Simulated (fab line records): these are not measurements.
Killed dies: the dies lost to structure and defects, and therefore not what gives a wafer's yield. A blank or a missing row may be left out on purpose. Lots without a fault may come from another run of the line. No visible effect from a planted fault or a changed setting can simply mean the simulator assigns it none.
Matching of chambers	flow sky130	SKY_VIA4_ETCH_12 on rie_diel-04: 4 sister chambers
The step etches SiO2 in C4F8/O2/Ar, stops on TiN, target depth 580 nm. 8 wafers are shown with their chamber, then 7 later ones without.

## WAFERS, EACH WITH ITS CHAMBER
wafer	chamber	oes_product_au (a.u.)
L203.2	2	0.925
L204.2	3	0.926
L204.6	1	0.924
L216.2	0	0.926
L216.4	2	0.923
L216.5	1	0.931
L223.1	3	0.928
L223.2	0	0.932

## WAFERS MISSING THEIR CHAMBER
wafer	oes_product_au (a.u.)
L223.6	0.931
L224.2	0.918
L224.5	0.920
L224.6	0.925
L225.1	0.927
L225.4	0.924
L225.5	0.927

## WHICH CHAMBER EACH ONE RAN IN
wafer	from the rows above	in truth
L223.6	can't be placed: 0 or 1 or 3 or 2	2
L224.2	can't be placed: 2 or 3 or 1 or 0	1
L224.5	can't be placed: 2 or 3 or 1 or 0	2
L224.6	can't be placed: 2 or 3 or 1 or 0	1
L225.1	can't be placed: 3 or 1 or 0 or 2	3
L225.4	can't be placed: 2 or 3 or 1 or 0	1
L225.5	can't be placed: 3 or 1 or 0 or 2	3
Placed correctly: 0 of 7. Cannot be placed on the basis of these rows: 7; the candidates contain the true chamber in 7. Placed wrongly: 0.
How it was worked out, from the rows above alone: a wafer's distance from a chamber is the root of the sum, over the readings, of the square of ((its reading less the chamber's mean) divided by the reading's scatter). If the next closest chamber is less than 2 further off than the closest, the wafer can't be placed; otherwise it belongs to the closest. A chamber's mean is the mean of its shown wafers. The scatter: the root of (the sum of the squares of (reading less its chamber's mean) over the shown wafers, divided by (wafers less chambers)).
